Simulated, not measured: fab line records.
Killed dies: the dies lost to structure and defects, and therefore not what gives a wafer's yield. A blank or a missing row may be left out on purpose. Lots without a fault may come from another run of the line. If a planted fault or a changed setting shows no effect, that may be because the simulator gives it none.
Which tool was responsible? || flow sky130 || 13 lots with 39 wafers sampled at 3 steps, on a route of 708 steps

WHAT EACH GAUGE READ, for each wafer
SKY_PWDE_OVL_MEAS_07.
{"lot": "L704", "measured": "day 3 21:10", "on": "overlay-01", "PWDE_OVL (nm)": "-0.8 0.6 -1.4"}
{"lot": "L705", "measured": "day 4 05:07", "on": "overlay-02", "PWDE_OVL (nm)": "-0.3 1.8 -1.0"}
{"lot": "L708", "measured": "day 5 06:37", "on": "overlay-01", "PWDE_OVL (nm)": "-0.9 -2.5 -2.1"}
{"lot": "L709", "measured": "day 5 17:13", "on": "overlay-02", "PWDE_OVL (nm)": "-1.8 -1.9 -3.3"}
{"lot": "L710", "measured": "day 5 22:25", "on": "overlay-02", "PWDE_OVL (nm)": "- - -"}
{"lot": "L713", "measured": "day 6 07:22", "on": "overlay-01", "PWDE_OVL (nm)": "0.6 -0.5 0.3"}
{"lot": "L717", "measured": "day 7 02:28", "on": "overlay-02", "PWDE_OVL (nm)": "0.6 1.5 1.7"}
{"lot": "L719", "measured": "day 7 09:07", "on": "overlay-01", "PWDE_OVL (nm)": "-1.1 -2.2 -1.3"}
{"lot": "L720", "measured": "day 7 13:34", "on": "overlay-01", "PWDE_OVL (nm)": "-2.7 -1.7 -0.4"}
{"lot": "L721", "measured": "day 7 18:10", "on": "overlay-02", "PWDE_OVL (nm)": "-0.5 -3.3 -0.7"}
{"lot": "L722", "measured": "day 7 23:07", "on": "overlay-01", "PWDE_OVL (nm)": "1.5 -0.2 1.4"}
{"lot": "L724", "measured": "day 8 18:37", "on": "overlay-02", "PWDE_OVL (nm)": "-0.4 -2.3 -1.1"}
{"lot": "L727", "measured": "day 9 06:58", "on": "overlay-02", "PWDE_OVL (nm)": "-2.0 -2.6 -1.0"}

SKY_PWDE_TW_MEAS_10.
{"lot": "L704", "measured": "day 3 21:37", "on": "filmMetro-02", "PWDE_TW": "374 373 373"}
{"lot": "L705", "measured": "day 4 05:24", "on": "filmMetro-04", "PWDE_TW": "372 377 375"}
{"lot": "L708", "measured": "day 5 06:55", "on": "filmMetro-01", "PWDE_TW": "370 369 371"}
{"lot": "L709", "measured": "day 5 17:31", "on": "filmMetro-02", "PWDE_TW": "373 373 373"}
{"lot": "L710", "measured": "day 5 22:42", "on": "filmMetro-04", "PWDE_TW": "30 30 30"}
{"lot": "L713", "measured": "day 6 07:39", "on": "filmMetro-02", "PWDE_TW": "370 371 372"}
{"lot": "L717", "measured": "day 7 02:46", "on": "filmMetro-04", "PWDE_TW": "377 376 377"}
{"lot": "L719", "measured": "day 7 09:25", "on": "filmMetro-04", "PWDE_TW": "377 378 376"}
{"lot": "L720", "measured": "day 7 13:50", "on": "filmMetro-04", "PWDE_TW": "376 376 374"}
{"lot": "L721", "measured": "day 7 18:28", "on": "filmMetro-02", "PWDE_TW": "367 371 371"}
{"lot": "L722", "measured": "day 7 23:25", "on": "filmMetro-04", "PWDE_TW": "375 376 374"}
{"lot": "L724", "measured": "day 8 18:55", "on": "filmMetro-04", "PWDE_TW": "377 377 378"}
{"lot": "L727", "measured": "day 9 07:15", "on": "filmMetro-04", "PWDE_TW": "378 378 378"}

WHICH TOOL RAN EACH LOT (tool, then ch and the chambers of the sampled wafers, then the start)
{"lot": "L704", "SKY_PWDE_EXPOSE_04": "ilineStepper-02 ch 0, day 3 13:47"}
{"lot": "L705", "SKY_PWDE_EXPOSE_04": "ilineStepper-01 ch 0, day 3 21:26"}
{"lot": "L708", "SKY_PWDE_EXPOSE_04": "ilineStepper-02 ch 0, day 4 22:40"}
{"lot": "L709", "SKY_PWDE_EXPOSE_04": "ilineStepper-02 ch 0, day 5 08:50"}
{"lot": "L710", "SKY_PWDE_EXPOSE_04": "ilineStepper-02 ch 0, day 5 13:32"}
{"lot": "L713", "SKY_PWDE_EXPOSE_04": "ilineStepper-02 ch 0, day 5 22:13"}
{"lot": "L717", "SKY_PWDE_EXPOSE_04": "ilineStepper-02 ch 0, day 6 16:30"}
{"lot": "L719", "SKY_PWDE_EXPOSE_04": "ilineStepper-02 ch 0, day 7 00:08"}
{"lot": "L720", "SKY_PWDE_EXPOSE_04": "ilineStepper-01 ch 0, day 7 05:05"}
{"lot": "L721", "SKY_PWDE_EXPOSE_04": "ilineStepper-02 ch 0, day 7 08:25"}
{"lot": "L722", "SKY_PWDE_EXPOSE_04": "ilineStepper-02 ch 0, day 7 13:23"}
{"lot": "L724", "SKY_PWDE_EXPOSE_04": "ilineStepper-01 ch 0, day 8 07:43"}
{"lot": "L727", "SKY_PWDE_EXPOSE_04": "ilineStepper-01 ch 0, day 8 20:38"}
- SKY_PWDE_EXPOSE_04: exposes mask PWDEM, target cd 840 nm.

WHAT THE TOOLS THEMSELVES READ (means of the sampled wafers that have a number; where no wafer has one, the mark that the record gives instead)
SKY_PWDE_EXPOSE_04.
{"lot": "L704", "tool": "ilineStepper-02", "exposureDoseMJCm2": 214.29, "focusOffsetNm (nm)": 0.0, "reticleTempC (C)": 23.00}
{"lot": "L705", "tool": "ilineStepper-01", "exposureDoseMJCm2": 214.23, "focusOffsetNm (nm)": -0.7, "reticleTempC (C)": 23.03}
{"lot": "L708", "tool": "ilineStepper-02", "exposureDoseMJCm2": 214.09, "focusOffsetNm (nm)": -0.6, "reticleTempC (C)": 23.15}
{"lot": "L709", "tool": "ilineStepper-02", "exposureDoseMJCm2": 213.94, "focusOffsetNm (nm)": 0.8, "reticleTempC (C)": 23.05}
{"lot": "L710", "tool": "ilineStepper-02", "exposureDoseMJCm2": 213.87, "focusOffsetNm (nm)": -0.1, "reticleTempC (C)": 23.06}
{"lot": "L713", "tool": "ilineStepper-02", "exposureDoseMJCm2": 214.14, "focusOffsetNm (nm)": 0.1, "reticleTempC (C)": 22.97}
{"lot": "L717", "tool": "ilineStepper-02", "exposureDoseMJCm2": 214.01, "focusOffsetNm (nm)": 0.0, "reticleTempC (C)": 22.81}
{"lot": "L719", "tool": "ilineStepper-02", "exposureDoseMJCm2": 214.15, "focusOffsetNm (nm)": 0.5, "reticleTempC (C)": 23.00}
{"lot": "L720", "tool": "ilineStepper-01", "exposureDoseMJCm2": 214.11, "focusOffsetNm (nm)": -0.4, "reticleTempC (C)": 23.01}
{"lot": "L721", "tool": "ilineStepper-02", "exposureDoseMJCm2": 213.93, "focusOffsetNm (nm)": 0.4, "reticleTempC (C)": 23.04}
{"lot": "L722", "tool": "ilineStepper-02", "exposureDoseMJCm2": 214.02, "focusOffsetNm (nm)": 0.3, "reticleTempC (C)": 23.00}
{"lot": "L724", "tool": "ilineStepper-01", "exposureDoseMJCm2": 214.12, "focusOffsetNm (nm)": 0.2, "reticleTempC (C)": 22.96}
{"lot": "L727", "tool": "ilineStepper-01", "exposureDoseMJCm2": 214.05, "focusOffsetNm (nm)": 1.0, "reticleTempC (C)": 22.96}

THE ANSWER, worked out from the rows above alone
Rule: what is usual is taken from the lots themselves. Put in order of their means at a reading, lots are off if they are a third of the lots or fewer, leave a main group of 4 or more, and stand apart from it by a gap of 3 or more times the standard deviation of the main group's means; of several such gaps the widest counts. The tables above print the reading to a certain number of digits; a main group whose means all agree to those digits is not used. Also off: a lot with no number at a reading for which 4 or more lots have one. The other lots that the step has rows for count as sound. After the gauges, taken in route order, come the tools' own readings; for these a lot's mean is taken, as printed above. At the first step where some lot is off, the reading lying furthest off is the one used; lots without a number count as furthest.
Off: L710, seen at SKY_PWDE_OVL_MEAS_07 (PWDE_OVL). Without a number there: L710. Main group: mean -0.8 nm, sd 1.1.
If a tool, at a process step before that reading, ran all the lots that are off and no sound lot after the first of them, it fits. The gauges at SKY_PWDE_OVL_MEAS_07 aren't tried: what is off there is off at SKY_PWDE_TW_MEAS_10 too, on other tools, and a gauge's error can't cause that. Of those tried, none fits.

WHAT THE SIMULATOR HAD INSERTED
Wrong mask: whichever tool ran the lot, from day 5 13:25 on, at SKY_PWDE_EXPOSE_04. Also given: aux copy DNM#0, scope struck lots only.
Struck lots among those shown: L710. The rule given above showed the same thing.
